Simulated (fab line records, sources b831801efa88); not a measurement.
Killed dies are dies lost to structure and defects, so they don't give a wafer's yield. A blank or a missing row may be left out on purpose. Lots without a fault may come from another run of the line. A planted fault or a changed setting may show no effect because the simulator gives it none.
Problem report in the 8D (eight disciplines) form, filled by code | flow sky130 | the parts of the form that need people (team, actions taken, sign-off) are left out

1. THE PROBLEM
SONOS_ONO_OVL at SKY_SONOS_ONO_OVL_MEAS_14 reads a mean of 43.3 nm on 12 wafers of 4 lots; wafers without a fault read -0.6 nm with a standard deviation of 1.2. That is +37 standard deviations from the usual mean.
First seen on wafer L228.1, day 17 21:00, on overlay-02. The record holds 42 wafers of 14 lots with a number at this step. Rule for "out", or "out of limits": more than 4 standard deviations from the usual mean. The other wafers with a number count as sound.

2. WHAT IT IS AND WHAT IT IS NOT
question                    | is                     | is not
which readings at this step | SONOS_ONO_OVL          | -
which lots                  | L228, L229, L230, L232 | L213, L214, L217, L218, L220, L221, L226, L227, L235, L236
which wafers of those lots  | all that have a number | -
read on which gauges        | overlay-01, overlay-02 | -
when                        | from day 17 21:00      | up to then (24 sound wafers); but 6 sound wafers of L235, L236 came after

3. SUSPECTS, AND WHAT RULES EACH OUT
Counting: a tool at a process step up to the reading stays a suspect if it ran every lot that is out and no sound lot after the first of them.
- the gauge at SKY_SONOS_ONO_OVL_MEAS_14: ruled out. The wafers that are out were read on 2 gauges (overlay-01, overlay-02).
- iline_stepper-02 at SKY_SONOS_ONO_EXPOSE_10 (exposes mask ONOM, target cd 410 nm): kept. It ran every lot that is out, first L228 (day 17 06:17), and no sound lot after that; its last sound lot up to then is L227 (day 16 20:38).
Left after counting: iline_stepper-02 at SKY_SONOS_ONO_EXPOSE_10.

4. THE CAUSE (what the simulator had put in)
Scanner matching overlay: iline_stepper-02, from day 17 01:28 on, at SKY_SONOS_ONO_EXPOSE_10. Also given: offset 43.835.
Counting left only this tool.

5. THE CHAIN OF EFFECTS, in route order
Each row: a reading whose mean over the struck wafers that have a number lies more than 3 standard deviations from the usual. Only readings for which the record gives a usual standard deviation are gone through. hours: the time from each lot's start at the first step in this table that gives one to its start at this step, as a median over the lots. sigmas: the change in usual standard deviations.
hours | step                      | reading       | usual   | on struck wafers | change | sigmas
0     | SKY_SONOS_ONO_OVL_MEAS_14 | SONOS_ONO_OVL | -0.6 nm | 43.3             | +43.9  | +37
Later measuring or inspecting steps at which every struck wafer that the step has a row for has a number for every such reading, and none has moved that far: SKY_GATE_OXIDE_OVL_MEAS_10.

6. WHAT WOULD HAVE CAUGHT IT SOONER
In this record the first reading out of limits at a measuring or inspecting step was taken at day 17 21:00, 20 hours after the fault began at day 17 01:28.
Of the lots that are out (4), L232 began SKY_SONOS_ONO_EXPOSE_10 on iline_stepper-02 after day 17 21:00. A hold on the tool at that time would have spared it.
